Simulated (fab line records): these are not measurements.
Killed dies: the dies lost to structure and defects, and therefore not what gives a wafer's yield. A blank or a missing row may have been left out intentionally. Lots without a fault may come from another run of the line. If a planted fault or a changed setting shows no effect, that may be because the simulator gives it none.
Which of the tools did it? -- flow gf180mcu -- Sampling: 6 lots, 18 wafers, 4 of 602 route steps

WHAT THE GAUGES SHOWED, per wafer
GF_TOP_METAL_OVL_MEAS_15.
lot,measured,on,TOP_METAL_OVL (nm)
L681,day 28 00:06,overlay-01,3.4 1.3 0.2
L685,day 30 02:35,overlay-02,2.5 2.6 2.2
L690,day 31 05:32,overlay-01,0.4 1.8 -0.1
L692,day 31 19:17,overlay-02,3.0 -0.3 2.7
L699,day 33 14:41,overlay-01,2.0 1.0 -0.6
L702,day 34 10:26,overlay-02,2.0 2.9 0.7

EACH LOT AND THE TOOL THAT RAN IT (in order: tool; ch and the chambers of the sampled wafers; start)
lot,GF_V1_CMP_04,GF_V5_SPUTTER_22,GF_V5_CVD_23
L681,"cmp-01 ch 1,3, day 17 14:59","pvd sputter-04, day 27 02:38","cvd w-02 ch 0,1, day 27 02:43"
L685,"cmp-01 ch 0,1,2, day 19 01:58","pvd sputter-03, day 29 07:28","cvd w-02 ch 0, day 29 07:31"
L690,"cmp-02 ch 0,2,3, day 20 22:27","pvd sputter-02, day 30 10:19","cvd w-01 ch 0,1, day 30 10:21"
L692,"cmp-01 ch 0,3, day 21 10:58","pvd sputter-02, day 31 00:56","cvd w-02 ch 0,1, day 31 00:59"
L699,"cmp-02 ch 0,2, day 24 03:09","pvd sputter-02, day 32 21:08","cvd w-01 ch 1, day 32 21:11"
L702,"cmp-02 ch 0,2,3, day 25 20:15","pvd sputter-03, day 33 18:19","cvd w-01 ch 0,1, day 33 18:22"
- GF_V1_CMP_04: polishes SiO2.
- GF_V5_SPUTTER_22: material TiN, target thk 10 nm, time 40 s.
- GF_V5_CVD_23: deposits W, target thk 350 nm, time 104.9 s.

THE ANSWER, worked out from the rows above alone
Rule: usual is defined by the lots themselves. Put in order of their means at a reading, lots are off if they are a third of the lots or fewer, leave a main group of 4 or more, and stand apart from it by a gap of 3 or more times the standard deviation of the main group's means; of several such gaps the widest counts. Not used: any main group whose means are identical at the precision the tables above print for the reading. Also off: a lot with no number at a reading for which 4 or more lots have one. All remaining lots with rows at the step are treated as sound.
Across all readings shown, no lot is off: no conclusion can be drawn from this.

WHAT THE SIMULATOR HAD PUT IN
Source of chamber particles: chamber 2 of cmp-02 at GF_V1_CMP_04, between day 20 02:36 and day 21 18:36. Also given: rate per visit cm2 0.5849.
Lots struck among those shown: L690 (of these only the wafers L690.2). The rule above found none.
